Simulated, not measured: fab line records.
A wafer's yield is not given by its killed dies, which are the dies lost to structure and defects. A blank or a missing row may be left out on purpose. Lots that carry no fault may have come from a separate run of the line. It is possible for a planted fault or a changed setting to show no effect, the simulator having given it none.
The tool behind it: which one?    flow gf180mcu    13 lots with 37 wafers sampled at 5 steps, on a route of 602 steps

WHAT THE GAUGES READ, wafer by wafer
GF_M5_CD_MEAS_07: the cd target is 280 nm. Usual: cd nm at 280.0 nm, with a standard deviation of 1.2.
lot   measured      on         cd nm (nm)         flag
L822  day 26 07:34  cd sem-01  280.7 281.0 280.8  
L823  day 26 20:47  cd sem-01  279.1 279.1 280.1  
L824  day 27 08:37  cd sem-01  277.7 277.8 279.2  
L825  day 27 14:10  cd sem-01  278.9 278.3 280.6  
L827  day 28 07:01  cd sem-02  281.4 282.0 281.8  
L828  day 28 13:58  cd sem-01  281.4 281.1 280.7  
L831  day 29 23:38  cd sem-01  278.5 278.8 279.1  
L833  day 30 06:29  cd sem-01  278.5 279.2 277.7  
L832  day 30 11:23  cd sem-02  280.7 280.2 280.7  
L834  day 30 17:51  cd sem-01  279.7 280.8 280.6  
L837  day 31 03:47  cd sem-01  280.4 281.2        
L838  day 31 08:07  cd sem-01  281.1 281.7 281.5  
L840  day 31 21:09  cd sem-01  280.6 280.9        

GF_V5_THK_MEAS_03. Usual: V5_CVD_02_THK gives 1448 nm (standard deviation 18).
lot   measured      on             V5_CVD_02_THK (nm)   flag
L822  day 26 08:38  film metro-04  1469 1456 1476       
L823  day 26 21:51  film metro-04  1464 1473 1461       
L824  day 27 09:42  film metro-02  1454 1445 1470       
L825  day 27 15:25  film metro-04  1423 1435 1447       
L827  day 28 08:02  film metro-03  1453 1450 1471       
L828  day 28 15:01  film metro-02  1464 1450 1471       
L831  day 30 00:45  film metro-02  1454 1433 1455       
L833  day 30 07:31  film metro-04  1442 1490 1470       
L832  day 30 12:27  film metro-04  1430 1450 1463       
L834  day 30 18:55  film metro-04  1446 1434 1479       
L837  day 31 04:53  film metro-04  2277 1461 2273 1461  OFF
L838  day 31 09:12  film metro-03  1441 1458 1456       
L840  day 31 22:20  film metro-03  1446 2252 1447 2253  OFF

WHICH TOOL RAN EACH LOT (tool, then ch and the chambers of the sampled wafers, then the start)
lot   GF_MIM_SPUTTER_07             GF_MIM_SPUTTER_08             GF_V5_CVD_02
L822  pvd sputter-02, day 24 11:55  pvd sputter-02, day 24 11:57  pecvd-04 ch 0,1,2, day 26 08:31
L823  pvd sputter-03, day 25 03:11  pvd sputter-03, day 25 03:13  pecvd-02 ch 1,2, day 26 21:44
L824  pvd sputter-02, day 25 15:25  pvd sputter-02, day 25 15:28  pecvd-04 ch 0,1,2, day 27 09:35
L825  pvd sputter-04, day 25 20:38  pvd sputter-04, day 25 20:40  pecvd-04 ch 0,1, day 27 15:15
L827  pvd sputter-03, day 26 14:11  pvd sputter-03, day 26 14:14  pecvd-02 ch 0,2, day 28 07:55
L828  pvd sputter-04, day 26 21:58  pvd sputter-04, day 26 22:01  pecvd-01 ch 0,1,2, day 28 14:56
L831  pvd sputter-04, day 28 09:09  pvd sputter-04, day 28 09:11  pecvd-02 ch 0,1,2, day 30 00:34
L833  pvd sputter-03, day 28 16:26  pvd sputter-03, day 28 16:29  pecvd-01 ch 0,1,2, day 30 07:23
L832  pvd sputter-04, day 28 21:50  pvd sputter-04, day 28 21:53  pecvd-04 ch 0,1,2, day 30 12:20
L834  pvd sputter-03, day 29 05:02  pvd sputter-03, day 29 05:05  pecvd-04 ch 1,2, day 30 18:48
L837  pvd sputter-03, day 29 15:00  pvd sputter-03, day 29 15:02  pecvd-02 ch 1,2, day 31 04:46
L838  pvd sputter-04, day 29 19:02  pvd sputter-04, day 29 19:05  pecvd-01 ch 0,2, day 31 09:05
L840  pvd sputter-04, day 30 09:11  pvd sputter-04, day 30 09:14  pecvd-02 ch 0,1, day 31 22:14
- GF_MIM_SPUTTER_07: material TiN, target thk 60 nm, time 50 s.
- GF_MIM_SPUTTER_08: material AlCu, target thk 200 nm, time 10.6 s.
- GF_V5_CVD_02: deposits SiO2 from TEOS, target thk 1450 nm, time 163.28 s.

AS READ BY THE TOOLS THEMSELVES (means over the sampled wafers that have a number; for cases with no such wafer, the mark the record gives instead)
GF_MIM_SPUTTER_07. Usual: throttle valve pct at 29.6 %, with a standard deviation of 0.64.
lot   tool            throttle valve pct (%)  flag
L822  pvd sputter-02  29.0                    
L823  pvd sputter-03  29.3                    
L824  pvd sputter-02  30.0                    
L825  pvd sputter-04  29.9                    
L827  pvd sputter-03  29.4                    
L828  pvd sputter-04  29.7                    
L831  pvd sputter-04  30.4                    
L833  pvd sputter-03  29.3                    
L832  pvd sputter-04  30.0                    
L834  pvd sputter-03  29.3                    
L837  pvd sputter-03  29.2                    
L838  pvd sputter-04  30.0                    
L840  pvd sputter-04  30.1                    

GF_MIM_SPUTTER_08. Usual: throttle valve pct at 29.6 %, with a standard deviation of 0.64.
lot   tool            throttle valve pct (%)  flag
L822  pvd sputter-02  28.9                    
L823  pvd sputter-03  29.5                    
L824  pvd sputter-02  30.0                    
L825  pvd sputter-04  30.1                    
L827  pvd sputter-03  29.4                    
L828  pvd sputter-04  29.7                    
L831  pvd sputter-04  30.5                    
L833  pvd sputter-03  29.1                    
L832  pvd sputter-04  29.9                    
L834  pvd sputter-03  29.4                    
L837  pvd sputter-03  29.1                    
L838  pvd sputter-04  30.0                    
L840  pvd sputter-04  29.9                    

GF_V5_CVD_02. Usual: heater power w at 648 W, with a standard deviation of 110.
lot   tool      heater power w (W)  flag
L822  pecvd-04  580                 
L823  pecvd-02  546                 
L824  pecvd-04  623                 
L825  pecvd-04  672                 
L827  pecvd-02  556                 
L828  pecvd-01  664                 
L831  pecvd-02  654                 
L833  pecvd-01  702                 
L832  pecvd-04  639                 
L834  pecvd-04  532                 
L837  pecvd-02  556                 
L838  pecvd-01  743                 
L840  pecvd-02  708                 

THE ANSWER, worked out from the rows above alone
Rule: take the mean of a lot's wafers that have a number; if it is more than 3 standard deviations from the usual mean, the lot is off. A lot without any number at a reading at which 4 lots or more have one is off too. Where the step has rows for the other lots, those lots are counted as sound. Order of review: gauges by route order, followed by the tools' own readings, for which a lot's mean as printed above is used. The first step at which some lot is off is used, and at that step the reading that is off furthest; a lot without a number counts as furthest.
Off: L837, L840, at GF_V5_THK_MEAS_03 (V5_CVD_02_THK).
If a tool, at a process step before that reading, ran all the lots that are off and no sound lot after the first of them, it fits. The gauges at GF_V5_THK_MEAS_03 are tried like those tools. One fits: pecvd-02 at GF_V5_CVD_02. Its last sound lot is L831 (day 30 00:34), its first lot that is off L837 (day 31 04:46): a fault that began between those two fits.

WHAT THE SIMULATOR HAD PUT IN
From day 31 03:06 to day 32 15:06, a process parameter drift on pecvd-02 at GF_V5_CVD_02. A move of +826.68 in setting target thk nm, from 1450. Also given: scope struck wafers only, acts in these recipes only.
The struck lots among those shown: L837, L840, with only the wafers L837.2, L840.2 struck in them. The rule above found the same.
